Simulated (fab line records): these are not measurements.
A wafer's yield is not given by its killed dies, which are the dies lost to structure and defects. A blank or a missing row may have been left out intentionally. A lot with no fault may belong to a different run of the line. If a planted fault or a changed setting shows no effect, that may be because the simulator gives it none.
Chamber matching | flow sky130 | cmp-02 running SKY_VIA2_CMP_02: 4 sister chambers
The step polishes SiO2. 8 wafers are shown with their chamber, then 7 later ones without.

WAFERS WITH THEIR CHAMBER
wafer  | chamber | motor_current_A (A)
L804.5 | 2       | 13.1
L805.1 | 2       | 14.7
L807.6 | 1       | 12.2
L809.4 | 3       | 11.3
L809.5 | 1       | 13.2
L809.6 | 0       | 12.7
L817.2 | 0       | 13.3
L817.3 | 3       | 12.1

WAFERS WITH NO CHAMBER GIVEN
wafer  | motor_current_A (A)
L817.4 | 12.6
L820.1 | 12.7
L820.3 | 12.3
L820.4 | 13.8
L821.3 | 12.6
L821.4 | 13.1
L821.5 | 11.4

EACH ONE'S CHAMBER
wafer  | from the rows above               | in truth
L817.4 | can't be placed: 1 or 0 or 3 or 2 | 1
L820.1 | can't be placed: 1 or 0 or 3 or 2 | 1
L820.3 | can't be placed: 1 or 3 or 0 or 2 | 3
L820.4 | can't be placed: 2 or 0 or 1      | 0
L821.3 | can't be placed: 1 or 0 or 3 or 2 | 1
L821.4 | can't be placed: 0 or 1 or 2 or 3 | 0
L821.5 | can't be placed: 3 or 1 or 0      | 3
Correctly placed: 0 of 7. Can't be placed from these rows: 7 (the true chamber is among the candidates in 7). Number placed wrongly: 0.
How it was worked out, from the rows above alone: a wafer's distance from a chamber is the root of the sum, over the readings, of the square of ((its reading less the chamber's mean) divided by the reading's scatter). If the next closest chamber is less than 2 further off than the closest, the wafer can't be placed; otherwise it belongs to the closest. A chamber's mean is the mean of its shown wafers. The scatter: the root of (the sum of the squares of (reading less its chamber's mean) over the shown wafers, divided by (wafers less chambers)).
